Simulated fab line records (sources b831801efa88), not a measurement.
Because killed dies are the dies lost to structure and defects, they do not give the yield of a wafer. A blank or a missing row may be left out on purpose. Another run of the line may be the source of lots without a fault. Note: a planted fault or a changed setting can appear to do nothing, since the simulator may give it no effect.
Which tool did it? | flow sky130 | Sampling: 12 lots, 36 wafers, 3 of 708 route steps

== WHAT EACH GAUGE READ, for each wafer ==
SKY_VIA1_THK_MEAS_01.
lot  | measured     | on            | VIA1_HDPCVD_THK (nm)
L075 | day 33 11:07 | film metro-03 | 1053 1031 1010
L077 | day 34 02:07 | film metro-03 | 1035 1032 1033
L080 | day 34 23:58 | film metro-02 | 1014 1036 1026
L081 | day 35 18:48 | film metro-01 | 1043 1038 1034
L083 | day 36 06:51 | film metro-01 | 1051 1032 1056
L085 | day 36 16:26 | film metro-01 | 1043 1034 1031
L087 | day 37 05:49 | film metro-02 | 1027 1039 1021
L089 | day 37 22:31 | film metro-02 | 1018 1029 1037
L092 | day 38 20:32 | film metro-01 | 1027 1038 1023
L093 | day 39 03:48 | film metro-02 | 1033 1024 1024
L095 | day 39 13:37 | film metro-03 | 1017 1028 1020
L097 | day 40 05:34 | film metro-02 | 1045 1032 1033

== WHAT TOOL EACH LOT RAN ON (gives the tool, then ch and the chambers of the sampled wafers, and finally the start) ==
lot  | SKY_METAL1_SPUTTER_01        | SKY_METAL1_ETCH_18
L075 | pvd sputter-01, day 32 06:21 | rie metal-02 ch 0,1, day 33 10:12
L077 | pvd sputter-01, day 32 21:34 | rie metal-04 ch 0,1, day 34 01:13
L080 | pvd sputter-01, day 33 19:05 | rie metal-04 ch 1, day 34 22:54
L081 | pvd sputter-03, day 34 14:56 | rie metal-04 ch 1, day 35 17:45
L083 | pvd sputter-01, day 35 03:40 | rie metal-04 ch 1, day 36 05:59
L085 | pvd sputter-03, day 35 12:54 | rie metal-01 ch 0,1, day 36 15:34
L087 | pvd sputter-01, day 36 03:17 | rie metal-01 ch 1, day 37 04:48
L089 | pvd sputter-03, day 36 19:31 | rie metal-04 ch 0,1, day 37 21:38
L092 | pvd sputter-01, day 37 17:22 | rie metal-04 ch 0,1, day 38 19:40
L093 | pvd sputter-04, day 38 01:20 | rie metal-04 ch 1, day 39 02:56
L095 | pvd sputter-04, day 38 11:57 | rie metal-02 ch 0,1, day 39 12:44
L097 | pvd sputter-01, day 39 03:38 | rie metal-01 ch 0,1, day 40 04:41
- SKY_METAL1_SPUTTER_01: material TiN, target thk 20 nm, time 16.7 s.
- SKY_METAL1_ETCH_18: etches BARC in N2/H2, stops on SiO2, time 45.9 s, target depth 60 nm.

== THE ANSWER, worked out from the rows above alone ==
Rule: usual is defined by the lots themselves. The widest of any qualifying gaps counts: lots, ordered by their means at a reading, are off when they make up no more than a third of the lots, leave a main group of 4 or more, and stand apart from it by 3 or more times the standard deviation of that group's means. The tables above print the reading to a certain number of digits; a main group whose means all agree to those digits is not used. A lot without any number at a reading at which 4 lots or more have one is off too. The other lots that the step has rows for count as sound.
No lot is off at any reading shown: from this, nothing can be told.

== WHAT HAD BEEN PUT IN BY THE SIMULATOR ==
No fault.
